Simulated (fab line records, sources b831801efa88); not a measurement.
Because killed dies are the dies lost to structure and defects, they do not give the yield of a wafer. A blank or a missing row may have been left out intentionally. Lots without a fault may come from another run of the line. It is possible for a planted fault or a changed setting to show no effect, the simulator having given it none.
Chamber matching :: flow gf180mcu :: GF_V2_CVD_02 on pecvd-04: 3 sister chambers
The step deposits SiO2 from TEOS, target thk 850 nm, time 94.851 s. 3 wafers are shown with their chamber, then 7 later ones without.

WAFERS, EACH WITH ITS CHAMBER
wafer: L083.2
chamber: 0
heater-power-w (W): 535

wafer: L089.2
chamber: 2
heater-power-w (W): 523

wafer: L089.3
chamber: 1
heater-power-w (W): 576

WAFERS WITH NO CHAMBER GIVEN
wafer: L089.5
heater-power-w (W): 470

wafer: L092.2
heater-power-w (W): 645

wafer: L092.4
heater-power-w (W): 547

wafer: L092.6
heater-power-w (W): 510

wafer: L096.3
heater-power-w (W): 536

wafer: L096.5
heater-power-w (W): 666

wafer: L096.6
heater-power-w (W): 573

EACH ONE'S CHAMBER
wafer: L089.5
from the rows above: can't be placed: 2 or 0 or 1
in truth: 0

wafer: L092.2
from the rows above: can't be placed: 1 or 0 or 2
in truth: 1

wafer: L092.4
from the rows above: can't be placed: 0 or 2 or 1
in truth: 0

wafer: L092.6
from the rows above: can't be placed: 2 or 0 or 1
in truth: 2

wafer: L096.3
from the rows above: can't be placed: 0 or 2 or 1
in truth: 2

wafer: L096.5
from the rows above: can't be placed: 1 or 0 or 2
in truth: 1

wafer: L096.6
from the rows above: can't be placed: 1 or 0 or 2
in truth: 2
Correctly placed: 0 of 7. Cannot be placed on the basis of these rows: 7; the candidates contain the true chamber in 7. Number placed wrongly: 0.
How it was worked out, from the rows above alone: a wafer's distance from a chamber is the root of the sum, over the readings, of the square of ((its reading less the chamber's mean) divided by the reading's scatter). The wafer belongs to the nearest chamber; if the next one is less than 2 further off, it can't be placed. A chamber's mean is the mean of its shown wafers. The scatter (one wafer shown for each chamber): square how far every hidden wafer sits from the nearest shown wafer, average those squares and take the square root.
